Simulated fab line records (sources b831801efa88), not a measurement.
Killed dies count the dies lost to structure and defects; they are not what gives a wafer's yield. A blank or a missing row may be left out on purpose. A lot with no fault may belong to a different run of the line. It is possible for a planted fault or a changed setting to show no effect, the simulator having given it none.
fab line records | flow sky130
record lots=12 wafers=36 last-day=50
route steps=708 shown VIA2@519 METAL3@534 CAPM@552 PAD_OPEN@708
lots with no fault: from the same line, run without faults
start-h: the number of hours between the record's first day and the start of the first shown wafer of the lot | wait-h: hours since the lot's step before | " the same as in the row above | L1.1+2: a single row standing in for several wafers | - no value present, or no start provided | * or withheld: withheld | < > ~ a bound
route shown NAME@n: a module of which the file shows steps, and the number in the route of the first | usual: mean/standard deviation of fault-free wafers | same: alike in all rows | chamber/n: place in a boat | sites: the reading at each site | _std_site: how widely they spread, as a standard deviation | _edge_site: mean of outer sites minus mean of inner sites | radius-mm: for every site, how far away it sits from the centre of the wafer | mask NAME#n: copy n | behind: the most recent tool/chamber to have shaped the wafer | hold: why the lot went on hold/how many hours it stayed there/how the hold came to an end | device: transistor that didn't switch, given as n, p or np | end of line: the same wafers' tests at the end of the route | a step with no rows: only its recipe | killed: not the wafer's yield, but the dies lost to structure and defects at the first sort | map: the dies of a wafer, with x for killed, . for not killed, _ for no die there
set.NAME: setting as actually run; set.NAME@STEP: the setting as run at that earlier step | model.NAME: the simulator's own value behind a step, which no gauge read
the route's steps for a sample of lots (tables are steps, rows are wafers)
services: a tool's chamber out of use, with start hour (start-h, from the record's first day; less than 0 if before it), hours out, and reason
## steps
# step SKY_VIA2_CD_MEAS_12
# recipe target-cd-nm=200
# usual cd-nm=200.6/1.4
# columns lot.wafer tool chamber start-h wait-h cd-nm
L450.3 cd-sem-02 - 848.84 - 199.5
L450.4 " - " " 200.4
L450.5 " - " " 200.5
L452.1 cd-sem-01 - 859.66 - 200.3
L452.3 " - " " 199.9
L452.6 " - " " 200.8
L454.1 cd-sem-01 - 895.91 - 200.1
L454.5 " - " " 199.4
L454.6 " - " " 201.1
L456.1 cd-sem-01 - 901.80 - 199.9
L456.3 " - " " 200.3
L456.6 " - " " 199.2
L457.2 cd-sem-02 - 911.78 - 201.6
L457.4 " - " " 200.5
L457.6 " - " " 200.4
L459.1 cd-sem-01 - 928.96 - 201.7
L459.3 " - " " 200.2
L459.6 " - " " 199.8
L462.3 cd-sem-01 - 950.14 - 198.4
L462.4 " - " " 196.3
L462.6 " - " " 198.7
L466.1 cd-sem-01 - 964.69 - 200.3
L466.2 " - " " 200.5
L466.4 " - " " 199.9
L467.2 cd-sem-01 - 974.78 - 202.4
L467.3 " - " " 202.8
L467.5 " - " " 201.0
L468.1 cd-sem-01 - 978.66 - 202.5
L468.5 " - " " 201.8
L468.6 " - " " 203.1
L471.1 cd-sem-01 - 1002.69 - 198.6
L471.3 " - " " 199.6
L471.6 " - " " 199.4
L472.3 cd-sem-01 - 1009.00 - 199.7
L472.4 " - " " 199.9
L472.6 " - " " 198.9
# step SKY_VIA2_ETCH_15
# recipe target=SiO2 chemistry=C4F8/O2/Ar target-depth-nm=546 stop-on=TiN mask-material=KrF-thick source-w=1500 bias-w=1200 pressure-mtorr=40 c4f8-flow-sccm=withheld O2_flow_sccm=6 Ar_flow_sccm=300 time-s=84
# usual oes-product-au=0.940/0.005
# same time-s=84
# columns lot.wafer tool chamber start-h wait-h oes-product-au rf-hours-counter-h
L450.3 rie-diel-01 0 849.00 0.0 0.941 23
L450.4 " 3 " " 0.936 10
L450.5 " 2 " " 0.930 -
L452.1 rie-diel-04 1 859.85 0.0 0.947 13
L452.3 " 2 " " 0.937 18
L452.6 " 0 " " 0.945 -
L454.1 rie-diel-01 0 896.10 0.0 0.934 25
L454.5 " 0 " " 0.939 -
L454.6 " 1 " " 0.942 -
L456.1 rie-diel-04 1 902.00 0.0 0.942 14
L456.3 " 2 " " 0.933 19
L456.6 " 2 " " 0.940 -
L457.2 rie-diel-01 1 911.95 0.0 0.937 17
L457.4 " 3 " " 0.949 12
L457.6 " 0 " " 0.938 -
L459.1 rie-diel-04 2 929.16 0.0 0.939 20
L459.3 " 0 " " 0.940 19
L459.6 " 0 " " 0.942 -
L462.3 rie-diel-03 3 950.30 0.0 0.945 8
L462.4 " 0 " " 0.951 11
L462.6 " 2 " " 0.935 -
L466.1 rie-diel-04 0 964.89 0.0 0.935 20
L466.2 " 3 " " 0.934 19
L466.4 " 1 " " 0.941 16
L467.2 rie-diel-01 2 974.96 0.0 0.943 21
L467.3 " 1 " " 0.936 18
L467.5 " 1 " " 0.934 -
L468.1 rie-diel-01 1 978.86 0.0 0.944 19
L468.5 " 1 " " 0.933 -
L468.6 " 2 " " 0.936 -
L471.1 rie-diel-03 2 1002.89 0.0 0.943 10
L471.3 " 0 " " 0.937 12
L471.6 " 3 " " 0.942 -
L472.3 rie-diel-01 0 1009.16 0.0 0.942 29
L472.4 " 1 " " 0.944 20
L472.6 " 3 " " 0.952 -
# step SKY_METAL3_SPUTTER_02
# recipe material=AlCu target-thk-nm=735 power-w=10600 time-s=39.1 chamber-pressure-pa=0.4
# usual chamber-pressure-pa=0.3999/0.00073 throttle-valve-pct=29.7/1.1
# same time-s=39.1
# columns lot.wafer tool chamber start-h wait-h chamber-pressure-pa throttle-valve-pct
L450.3 pvd-sputter-04 - 850.40 0.0 0.3996 30.2
L450.4 " - " " 0.3992 29.2
L450.5 " - " " 0.4006 27.7
L452.1 pvd-sputter-04 - 861.25 0.0 0.4001 27.7
L452.3 " - " " 0.4004 28.9
L452.6 " - " " 0.3996 28.6
L454.1 pvd-sputter-01 - 897.49 0.0 0.4002 30.7
L454.5 " - " " 0.4006 30.7
L454.6 " - " " 0.4006 30.9
L456.1 pvd-sputter-01 - 903.38 0.0 0.3980 30.7
L456.3 " - " " 0.3991 30.6
L456.6 " - " " 0.3993 30.7
L457.2 pvd-sputter-01 - 913.39 0.0 0.3983 30.5
L457.4 " - " " 0.4001 30.7
L457.6 " - " " 0.3994 30.8
L459.1 pvd-sputter-04 - 931.07 0.0 0.3996 28.6
L459.3 " - " " 0.3999 27.7
L459.6 " - " " 0.3992 28.9
L462.3 pvd-sputter-04 - 951.74 0.0 0.3996 28.7
L462.4 " - " " 0.3992 27.7
L462.6 " - " " 0.4001 27.8
L466.1 pvd-sputter-04 - 966.27 0.0 0.4001 29.2
L466.2 " - " " 0.3989 28.7
L466.4 " - " " 0.4007 27.7
L467.2 pvd-sputter-01 - 976.34 0.0 0.4001 30.5
L467.3 " - " " 0.4006 29.1
L467.5 " - " " 0.4006 30.5
L468.1 pvd-sputter-04 - 980.27 0.0 0.4005 29.0
L468.5 " - " " 0.4011 30.2
L468.6 " - " " 0.3989 28.7
L471.1 pvd-sputter-02 - 1004.26 0.0 0.4004 28.5
L471.3 " - " " 0.3995 29.4
L471.6 " - " " 0.3999 29.4
L472.3 pvd-sputter-04 - 1010.53 0.0 0.3990 28.6
L472.4 " - " " 0.4012 28.0
L472.6 " - " " 0.3996 29.8
# step SKY_CAPM_STRIP_15
# recipe chemistry=post-etch-residue-remover time-s=1200 temp-c=72.5
# usual bath-guard-temp-C=72.4/0.5 bath-heat-duty-pct=14.9/1.6 time-s=1200/0
# columns lot.wafer tool chamber start-h wait-h bath-guard-temp-C bath-heat-duty-pct time-s
L450.3 wet-bench-01 0 876.05 0.0 72.7 16.9 1200
L450.4 " 0 " " 72.6 15.7 1200
L450.5 " 0 " " 72.8 15.3 1200
L452.1 wet-bench-01 0 887.00 0.1 72.8 15.9 1200
L452.3 " 0 " " 73.1 16.8 1200
L452.6 " 0 " " 73.2 15.4 1200
L454.1 wet-bench-01 3 923.05 0.1 71.8 14.0 1200
L454.5 " 3 " " 71.7 12.8 1200
L454.6 " 3 " " 71.6 14.3 1200
L456.1 wet-bench-02 2 928.15 0.1 - - -
L456.3 " 2 " " - - -
L456.6 " 2 " " - - -
L457.2 wet-bench-01 0 937.32 0.1 - - -
L457.4 " 0 " " - - -
L457.6 " 0 " " - - -
L459.1 wet-bench-04 0 955.92 0.1 72.5 13.0 1200
L459.3 " 0 " " 73.0 12.8 1200
L459.6 " 0 " " 72.4 12.4 1200
L462.3 wet-bench-04 1 976.65 0.0 72.5 17.1 1200
L462.4 " 1 " " 72.6 15.2 1200
L462.6 " 1 " " 72.5 17.0 1200
L466.1 wet-bench-02 2 990.25 0.1 73.0 14.2 1200
L466.2 " 2 " " 72.7 13.1 1200
L466.4 " 2 " " 73.3 15.1 1200
L467.2 wet-bench-02 3 1000.37 0.1 71.8 15.2 1200
L467.3 " 3 " " 71.7 13.1 1200
L467.5 " 3 " " 71.4 16.6 1200
L468.1 wet-bench-02 2 1004.10 0.1 73.1 13.1 1200
L468.5 " 2 " " 73.1 15.0 1200
L468.6 " 2 " " 72.6 13.2 1200
L471.1 wet-bench-04 1 1028.38 0.1 72.2 15.7 1200
L471.3 " 1 " " 72.5 15.6 1200
L471.6 " 1 " " 72.6 17.0 1200
L472.3 wet-bench-01 0 1033.50 0.0 72.7 15.8 1200
L472.4 " 0 " " 72.8 15.7 1200
L472.6 " 0 " " 72.5 16.8 1200
# step SKY_PAD_OPEN_PROBE_99
# usual defect-limited-yield=81.8/2 killed_at_M0_to_M3=44/7.5 killed_at_M4_up=3.3/1.8 killed-at-contacts=25/5.9 killed-at-front-end=16/4.7 killed-at-other=0.3/0.52 killed-dies=89/9.9 killed-open=49/7.8 killed-short=40/5.8 sort_bin_3_pad_short=0.9/0.43 sort_bin_5_function=10.8/1.5 sort_bin_6_memory=6.4/1.1 sort-n-pass=403/9.9 sort-yield-pct=81.8/2
# same gross-dies=492 killed-at-back-side=0 sort_bin_4_leakage[%]=0 sort_bin_8_speed[%]=0
# columns lot.wafer tool chamber start-h wait-h defect-limited-yield[%] killed_at_M0_to_M3 killed_at_M4_up killed-at-contacts killed-at-front-end killed-at-other killed-dies killed-open killed-short sort_bin_3_pad_short[%] sort_bin_5_function[%] sort_bin_6_memory[%] sort-n-pass sort-yield-pct[%]
L457.2 prober-02 - 1123.91 0.1 79.5 55 4 29 13 0 101 61 40 0.2 13.4 6.9 391 79.5
L457.4 prober-02 - 1124.01 0.2 81.5 37 4 32 17 1 91 49 41 1.6 10.2 6.7 401 81.5
L457.6 prober-02 - 1124.11 0.2 82.1 40 0 32 15 1 88 53 34 0.8 10.6 6.5 404 82.1
L459.3 prober-01 - 1142.61 0.2 76.4 47 1 44 24 0 116 70 46 1.4 14.0 8.1 376 76.4
L468.1 prober-01 - 1176.64 0.1 82.5 50 4 18 14 0 86 51 35 0.2 11.6 5.7 406 82.5
L468.5 prober-01 - 1176.84 0.2 84.6 36 8 18 14 0 76 38 38 0.4 8.9 6.1 416 84.6
L468.6 prober-01 - 1176.89 0.2 84.6 49 2 17 8 0 76 47 29 0.6 9.1 5.7 416 84.6
# killed by level:class
L457.2 VIA1:geometric-particle:open=15 LI_CONTACT:geometric-particle:open=10 VIA2:geometric-particle:open=9 CONTACT:geometric-particle:open=8 CONTACT:geometric-particle:short=6 METAL2:geometric-particle:short=6 VIA3:geometric-particle:open=6 VIA1:geometric-particle:short=5
L457.4 CONTACT:geometric-particle:open=14 VIA1:geometric-particle:open=10 LOCAL_INTERCONNECT:geometric-particle:short=7 METAL1:geometric-particle:short=6 METAL4:geometric-particle:short=4 VIA3:geometric-particle:open=4 POLY_GATE:geometric-particle:open=4 LI_CONTACT:geometric-particle:open=4
L457.6 VIA1:geometric-particle:open=11 CONTACT:geometric-particle:open=10 LI_CONTACT:geometric-particle:open=10 LOCAL_INTERCONNECT:geometric-particle:short=8 POLY_GATE:geometric-particle:open=7 VIA3:geometric-particle:open=6 VIA2:geometric-particle:open=5 METAL1:geometric-particle:short=4
L459.3 LI_CONTACT:geometric-particle:open=15 CONTACT:geometric-particle:open=14 CONTACT:geometric-particle:short=11 METAL1:geometric-particle:short=10 VIA1:geometric-particle:open=10 FIELD_ISO:geometric-particle:open=8 VIA3:geometric-particle:open=7 VIA2:geometric-particle:open=5
L468.1 VIA1:geometric-particle:open=17 VIA2:geometric-particle:open=9 CONTACT:geometric-particle:open=6 METAL2:geometric-particle:short=5 LI_CONTACT:geometric-particle:short=4 VIA1:geometric-particle:short=4 POLY_GATE:geometric-particle:open=3 LI_CONTACT:geometric-particle:open=3
L468.5 LI_CONTACT:geometric-particle:open=7 METAL1:geometric-particle:short=7 VIA2:geometric-particle:open=7 METAL4:geometric-particle:short=7 POLY_GATE:geometric-particle:short=6 VIA3:geometric-particle:open=6 POLY_GATE:geometric-particle:open=4 LOCAL_INTERCONNECT:geometric-particle:short=4
L468.6 VIA1:geometric-particle:open=12 VIA2:geometric-particle:open=10 LI_CONTACT:geometric-particle:open=7 VIA3:geometric-particle:open=6 VIA1:geometric-particle:short=5 METAL2:geometric-particle:short=5 POLY_GATE:geometric-particle:open=4 CONTACT:geometric-particle:open=4
## services
# columns tool chamber start-h hours kind
rie-diel-03 0 845.50 15.6 repair
pvd-sputter-02 - 845.70 5.3 repair
rie-diel-03 - 849.25 10.0 pm
rie-diel-03 1 861.15 - clean
rie-diel-03 1 861.15 21.0 scheduled-down
rie-diel-03 1 861.15 21.0 vent-cycle
pvd-sputter-02 - 882.27 3.4 repair
rie-diel-03 1 889.23 3.9 repair
pvd-sputter-04 - 921.83 1.7 repair
pvd-sputter-02 - 933.33 1.2 repair
pvd-sputter-02 - 935.67 5.1 repair
pvd-sputter-04 - 942.29 3.1 repair
wet-bench-04 - 945.31 2.2 repair
rie-diel-04 - 953.94 1.1 repair
rie-diel-03 0 957.71 6.1 repair
rie-diel-01 3 971.80 6.0 repair
rie-diel-04 2 975.21 1.2 repair
rie-diel-03 - 981.89 2.8 pm
pvd-sputter-01 - 1002.92 2.7 repair
rie-diel-01 - 1018.46 2.8 pm
## key
first-sign step=SKY_CAPM_STRIP_15 reading=tool-record direction=missing
effect none on later readings
met-at SKY_CAPM_STRIP_15
struck-lots L456,L457
not-acting-at SKY_VIA2_CD_MEAS_12,SKY_VIA2_ETCH_15,SKY_METAL3_SPUTTER_02
onset-between 923.05 928.15
fault kind=skipped-step-whole tool=wet-bench-01,wet-bench-02 chamber=- onset-h=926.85 steps=SKY_CAPM_STRIP_15 scope=struck-lots-only
